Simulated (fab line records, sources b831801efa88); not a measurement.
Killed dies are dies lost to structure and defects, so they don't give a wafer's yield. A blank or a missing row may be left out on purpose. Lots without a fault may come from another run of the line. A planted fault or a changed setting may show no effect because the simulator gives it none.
fab line records | flow gf180mcu
record lots=14 wafers=42 last_day=34
route steps=602 shown STI@1 LVPWELL@56 VT_IMPLANT@99
lots that met no fault: from a run of the same line without faults
start_h: hours from the record's first day to the start of the lot's first wafer shown | wait_h: hours since the lot's step before | " the same as in the row above | L1.1+2: a row that stands for several wafers | - no value, or no start given | * or withheld: withheld | < > ~ a bound
route shown NAME@n: a module of which the file shows steps, and the number in the route of the first | usual: mean/standard deviation of fault-free wafers | same: alike in all rows | chamber/n: place in a boat | sites: the reading at each site | _std_site: their standard deviation | _edge_site: outer sites' mean less inner sites' | radius_mm: how far each site lies from the wafer's centre | mask NAME#n: copy n | behind: the tool/chamber that last shaped the wafer | hold: why the lot was held/for how many hours/how that ended | device: the transistor (n, p or np) that didn't switch | end of line: the same wafers' tests at the end of the route | a step without rows: its recipe alone | killed: dies lost to structure and defects at the first sort, not the wafer's yield | map: a wafer's dies, x killed, . not, _ none there
set.NAME: the setting as run; set.NAME@STEP: as run at that earlier step | model.NAME: the simulator's own value behind a step, which no gauge read
steps of the route over a sample of lots; a table a step, a row a wafer
services: from which hour (start_h, from the record's first day; less than 0 if before it) a tool's chamber was out of use, for how many hours, and why
## steps
# step GF_STI_BOW_MEAS_00
# recipe mode=bow
# usual INCOMING_BOW=-1/6.7
# columns lot.wafer tool chamber start_h wait_h INCOMING_BOW[um]
L935.2 film_metro-04 - 10.02 - -5
L935.4 " - " " 6
L935.6 " - " " -5
L936.1 film_metro-04 - 15.00 - -2
L936.3 " - " " -2
L936.6 " - " " -2
L937.3 film_metro-02 - 20.04 - 2
L937.5 " - " " -3
L937.6 " - " " -4
L938.1 film_metro-04 - 25.00 - -2
L938.2 " - " " -3
L938.4 " - " " 6
L939.2 film_metro-02 - 30.02 - 20
L939.5 " - " " 2
L939.6 " - " " -4
L940.3 film_metro-04 - 35.04 - -4
L940.4 " - " " 2
L940.5 " - " " -9
L941.2 film_metro-01 - 40.02 - -9
L941.4 " - " " 2
L941.6 " - " " -10
L942.1 film_metro-01 - 45.00 - 4
L942.2 " - " " 2
L942.5 " - " " 14
L945.1 film_metro-02 - 60.00 - -8
L945.4 " - " " -2
L945.5 " - " " 7
L946.1 film_metro-02 - 65.00 - 3
L946.2 " - " " 5
L946.4 " - " " -5
L947.1 film_metro-01 - 70.00 - -7
L947.4 " - " " 0
L947.5 " - " " -14
L952.1 film_metro-02 - 95.00 - 5
L952.2 " - " " -3
L952.6 " - " " 8
L956.1 film_metro-04 - 115.00 - -16
L956.4 " - " " -7
L956.6 " - " " -10
L958.2 film_metro-04 - 125.02 - 2
L958.3 " - " " -14
L958.4 " - " " 2
# step GF_LVPWELL_COAT_02
# recipe spin_rpm=2000 resist_thk_nm=3000
# columns lot.wafer tool chamber start_h wait_h
L935.2+4+6 litho_track-04 0 61.33 0.1
L936.1+3+6 litho_track-02 0 67.17 0.1
L937.3+5+6 litho_track-04 0 74.35 0.1
L938.1+2+4 litho_track-04 0 81.50 0.1
L939.2+5+6 litho_track-01 0 87.61 0.1
L940.3+4+5 litho_track-02 0 91.92 0.1
L941.2+4+6 litho_track-02 0 96.19 0.1
L942.1+2+5 litho_track-01 0 105.33 0.1
L945.1+4+5 litho_track-02 0 115.62 0.1
L946.1+2+4 litho_track-01 0 124.63 0.1
L947.1+4+5 litho_track-01 0 131.18 0.1
L952.1+2+6 litho_track-01 0 156.33 0.1
L956.1+4+6 litho_track-04 0 178.45 0.1
L958.2+3+4 litho_track-04 0 189.12 0.1
# step GF_LVPWELL_STRIP_10
# recipe chemistry=O2/N2 power_w=1400 pressure_mtorr=1500 platen_temp_c=250 o2_flow_sccm=3000 n2_flow_sccm=300 overash_fraction=0.5
# usual drypump_motor_current_A=5.6/0.43 heater_power_w=321/22 oes_product_au=0.722/0.0048 strip_time_to_endpoint_s=36.95/0.11
# columns lot.wafer tool chamber start_h wait_h drypump_motor_current_A heater_power_w oes_product_au rf_hours_counter_h strip_time_to_endpoint_s
L935.2 plasma_asher-04 0 68.21 0.1 5.2 302 0.722 43 36.89
L935.4 " 0 " " 5.2 311 0.725 - 36.91
L935.6 " 0 " " 5.2 311 0.726 - 36.94
L936.1 plasma_asher-03 0 73.97 0.1 6.1 316 0.735 42 36.98
L936.3 " 0 " " 6.1 324 0.719 - 36.85
L936.6 " 1 " " 5.5 353 0.719 - 37.01
L937.3 plasma_asher-03 0 81.57 0.1 6.1 320 0.723 - 37.07
L937.5 " 1 " " 5.5 362 0.718 - 37.12
L937.6 " 0 " " 6.1 324 0.729 - 37.17
L938.1 plasma_asher-02 0 89.01 0.1 5.8 301 0.729 42 37.08
L938.2 " 1 " " 6.4 363 0.717 42 37.10
L938.4 " 0 " " 5.8 298 0.720 - 37.15
L939.2 plasma_asher-04 0 95.04 0.1 5.2 309 0.717 46 36.96
L939.5 " 1 " " 5.2 310 0.722 - 36.81
L939.6 " 0 " " 5.2 315 0.726 - 36.99
L940.3 plasma_asher-04 1 99.40 0.1 5.2 300 0.722 - 36.95
L940.4 " 0 " " 5.2 303 0.720 - 36.90
L940.5 " 0 " " 5.2 304 0.726 - 36.80
L941.2 plasma_asher-04 0 103.86 0.1 5.2 307 0.721 47 36.63
L941.4 " 1 " " 5.2 311 0.715 - 36.79
L941.6 " 0 " " 5.2 310 0.718 - 36.76
L942.1 plasma_asher-03 0 113.11 0.1 6.1 320 0.721 45 36.94
L942.2 " 1 " " 5.5 369 0.722 45 36.92
L942.5 " 0 " " 6.1 327 0.720 - 36.92
L945.1 plasma_asher-04 0 123.56 0.1 5.2 307 0.719 49 36.81
L945.4 " 0 " " 5.2 306 0.723 - 37.01
L945.5 " 1 " " 5.3 303 0.716 - 36.89
L946.1 plasma_asher-02 1 132.82 0.1 6.4 346 0.725 2 37.00
L946.2 " 0 " " 5.8 311 0.726 2 37.12
L946.4 " 1 " " 6.4 346 0.718 - 36.99
L947.1 plasma_asher-03 1 140.21 0.1 5.6 369 0.714 47 13.38
L947.4 " 1 " " 5.5 362 0.718 - 13.37
L947.5 " 1 " " 5.5 365 0.714 - 13.37
L952.1 plasma_asher-04 1 164.55 0.1 5.3 307 0.710 54 13.37
L952.2 " 0 " " 5.2 314 0.721 54 13.37
L952.6 " 1 " " 5.3 309 0.719 - 13.40
L956.1 plasma_asher-02 1 188.19 0.1 6.4 343 0.716 7 37.04
L956.4 " 1 " " 6.4 343 0.727 - 37.11
L956.6 " 1 " " 6.4 349 0.720 - 37.09
L958.2 plasma_asher-04 0 197.94 0.1 5.2 310 0.723 57 37.11
L958.3 " 1 " " 5.2 298 0.725 - 37.03
L958.4 " 0 " " 5.2 309 0.720 - 37.03
# step GF_LVPWELL_TW_MEAS_11
# usual LVPWELL_TW=554/3.8
# columns lot.wafer tool chamber start_h wait_h LVPWELL_TW
L935.2 film_metro-01 - 68.32 0.1 547
L935.4 " - " " 552
L935.6 " - " " 549
L936.1 film_metro-03 - 74.07 0.1 559
L936.3 " - " " 557
L936.6 " - " " 557
L937.3 film_metro-02 - 81.66 0.1 553
L937.5 " - " " 556
L937.6 " - " " 552
L938.1 film_metro-01 - 89.11 0.1 551
L938.2 " - " " 550
L938.4 " - " " 550
L939.2 film_metro-03 - 95.15 0.1 559
L939.5 " - " " 555
L939.6 " - " " 558
L940.3 film_metro-01 - 99.49 0.1 549
L940.4 " - " " 550
L940.5 " - " " 549
L941.2 film_metro-02 - 103.97 0.1 548
L941.4 " - " " 550
L941.6 " - " " 552
L942.1 film_metro-02 - 113.21 0.1 551
L942.2 " - " " 553
L942.5 " - " " 554
L945.1 film_metro-03 - 123.66 0.1 561
L945.4 " - " " 557
L945.5 " - " " 560
L946.1 film_metro-03 - 132.92 0.1 556
L946.2 " - " " 556
L946.4 " - " " 557
L947.1 film_metro-03 - 140.31 0.1 556
L947.4 " - " " 557
L947.5 " - " " 559
L952.1 film_metro-02 - 164.65 0.1 549
L952.2 " - " " 554
L952.6 " - " " 554
L956.1 film_metro-02 - 188.29 0.1 550
L956.4 " - " " 549
L956.6 " - " " 553
L958.2 film_metro-03 - 198.05 0.1 559
L958.3 " - " " 560
L958.4 " - " " 559
# step GF_VT_IMPLANT_STRIP_09
# recipe chemistry=O2/N2 power_w=1400 pressure_mtorr=1500 platen_temp_c=250 o2_flow_sccm=3000 n2_flow_sccm=300 overash_fraction=0.5
# usual drypump_motor_current_A=5.8/0.43 heater_power_w=323/20 oes_product_au=0.715/0.0046 strip_time_to_endpoint_s=12.65/0.034
# columns lot.wafer tool chamber start_h wait_h drypump_motor_current_A heater_power_w oes_product_au rf_hours_counter_h strip_time_to_endpoint_s
L935.2 plasma_asher-01 0 109.04 0.1 5.6 347 0.715 30 12.69
L935.4 " 0 " " 5.6 353 0.709 - 12.71
L935.6 " 0 " " 5.6 347 0.723 - 12.66
L936.1 plasma_asher-01 1 115.68 0.1 6.1 314 0.713 31 12.69
L936.3 " 0 " " 5.5 353 0.719 - 12.62
L936.6 " 0 " " 5.6 352 0.710 - 12.68
L937.3 plasma_asher-02 0 124.25 0.1 5.8 304 0.715 - 12.67
L937.5 " 1 " " 6.3 341 0.723 - 12.67
L937.6 " 0 " " 5.8 309 0.712 - 12.69
L938.1 plasma_asher-02 1 132.98 0.1 6.4 345 0.716 2 12.66
L938.2 " 0 " " 5.8 296 0.714 2 12.62
L938.4 " 1 " " 6.3 342 0.711 - 12.58
L939.2 plasma_asher-01 1 140.56 0.1 6.1 297 0.718 34 12.59
L939.5 " 0 " " 5.5 355 0.713 - 12.57
L939.6 " 1 " " 6.1 306 0.715 - 12.61
L940.3 plasma_asher-04 0 143.97 0.1 5.2 307 0.704 - 12.65
L940.4 " 1 " " 5.2 306 0.717 - 12.57
L940.5 " 0 " " 5.2 318 0.714 - 12.58
L941.2 plasma_asher-02 1 149.57 0.1 6.4 343 0.713 3 12.62
L941.4 " 1 " " 6.4 356 0.717 - 12.66
L941.6 " 1 " " 6.3 348 0.721 - 12.62
L942.1 plasma_asher-02 0 160.08 0.1 5.8 315 0.714 5 12.62
L942.2 " 1 " " 6.3 338 0.706 5 12.60
L942.5 " 1 " " 6.3 347 0.710 - 12.61
L945.1 plasma_asher-01 1 170.87 0.1 6.1 307 0.716 37 12.67
L945.4 " 1 " " 6.1 311 0.719 - 12.68
L945.5 " 1 " " 6.1 314 0.715 - 12.69
L946.1 plasma_asher-04 1 181.43 0.1 5.2 313 0.713 56 12.62
L946.2 " 0 " " 5.2 313 0.718 56 12.63
L946.4 " 0 " " 5.2 312 0.720 - 12.65
L947.1 plasma_asher-04 0 188.42 0.1 5.2 307 0.718 56 12.62
L947.4 " 1 " " 5.3 303 0.713 - 12.63
L947.5 " 1 " " 5.2 313 0.708 - 12.63
L952.1 plasma_asher-02 1 216.17 0.1 6.4 344 0.717 10 12.70
L952.2 " 0 " " 5.9 303 0.715 10 12.65
L952.6 " 0 " " 5.8 308 0.717 - 12.70
L956.1 plasma_asher-01 1 240.84 0.1 6.1 315 0.710 45 12.70
L956.4 " 1 " " 6.1 319 0.717 - 12.65
L956.6 " 1 " " 6.1 313 0.712 - 12.65
L958.2 plasma_asher-02 0 252.08 0.1 5.9 318 0.718 14 12.65
L958.3 " 1 " " 6.4 352 0.711 - 12.66
L958.4 " 0 " " 5.9 305 0.720 - 12.69
## services
# columns tool chamber start_h hours kind
litho_track-02 - 52.03 - consumable_replace:filter
plasma_asher-03 - 56.45 0.9 repair
plasma_asher-02 - 69.69 3.1 repair
plasma_asher-02 - 84.47 0.5 repair
plasma_asher-03 - 88.39 2.8 pm
plasma_asher-01 - 103.53 2.9 repair
plasma_asher-02 - 108.75 9.0 pm
plasma_asher-02 0 108.75 9.0 vent_cycle
plasma_asher-02 1 108.75 9.0 vent_cycle
plasma_asher-02 0 117.75 - clean
plasma_asher-02 1 117.75 - clean
plasma_asher-03 - 128.55 10.4 repair
plasma_asher-01 - 154.77 2.8 pm
plasma_asher-04 - 184.71 2.8 pm
## key
first_sign step=GF_LVPWELL_STRIP_10 reading=strip_time_to_endpoint_s direction=down sigmas=99+ usual=* struck=*
effect none on later readings
met_at GF_LVPWELL_COAT_02
struck_lots L947,L952
sort_left_out L947.1,L947.4,L947.5,L952.1,L952.2,L952.6
tester_left_out L947,L952
not_acting_at GF_STI_BOW_MEAS_00,GF_LVPWELL_TW_MEAS_11,GF_VT_IMPLANT_STRIP_09
onset_between 124.63 131.18
fault kind=process_parameter_drift tool=litho_track-01 chamber=- onset_h=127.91 steps=GF_LVPWELL_COAT_02 channel=resist_thk_nm offset=* shape=step end_h=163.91 acts_in=* stated=*
# tester_left_out: of these lots the tester's yield and bins aren't shown, on N5 and GAA mostly nor the transistor test; their killed dies are dies lost to structure and defects alone, not to doping, threshold or leakage, so they don't give the yield
# sort_left_out: the simulated sort isn't trusted on such a fault, so these wafers' sort isn't shown, and their yield isn't known
